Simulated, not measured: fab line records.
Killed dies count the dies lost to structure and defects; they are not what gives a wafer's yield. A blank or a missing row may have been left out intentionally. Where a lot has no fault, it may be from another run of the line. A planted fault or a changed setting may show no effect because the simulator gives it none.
Chamber matching	flow gf180mcu	cmp-02 running GF_V1_CMP_04: 4 sister chambers
The step polishes SiO2. 4 wafers are shown with their chamber, then 9 later ones without.

## WAFERS PAIRED WITH THEIR CHAMBERS
wafer	chamber	motorCurrentA (A)
L248.1	0	11.3
L248.6	1	12.2
L262.4	2	12.6
L262.5	3	12.1

## WAFERS MISSING THEIR CHAMBER
wafer	motorCurrentA (A)
L265.1	12.3
L265.3	12.5
L265.4	12.0
L266.1	12.8
L266.3	13.3
L266.6	11.9
L260.1	13.7
L260.4	10.9
L260.6	11.9

## THE CHAMBER EACH PASSED THROUGH
wafer	from the rows above	in truth
L265.1	can't be placed: 1 or 3 or 2 or 0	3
L265.3	can't be placed: 2 or 1 or 3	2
L265.4	can't be placed: 3 or 1 or 2 or 0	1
L266.1	can't be placed: 2 or 1 or 3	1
L266.3	can't be placed: 2 or 1 or 3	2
L266.6	can't be placed: 3 or 1 or 0 or 2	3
L260.1	can't be placed: 2 or 1 or 3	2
L260.4	can't be placed: 0 or 3 or 1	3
L260.6	can't be placed: 3 or 1 or 0 or 2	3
Correctly placed: 0 of 9. Can't be placed from these rows: 9 (the true chamber is among the candidates in 9). Number placed wrongly: 0.
How it was worked out, from the rows above alone: a wafer's distance from a chamber is the root of the sum, over the readings, of the square of ((its reading less the chamber's mean) divided by the reading's scatter). The wafer belongs to the nearest chamber; if the next one is less than 2 further off, it can't be placed. For every chamber, the mean is computed from those of its wafers that are shown. The scatter: root of mean squared gap, hidden wafer to nearest shown wafer, with one shown wafer a chamber.
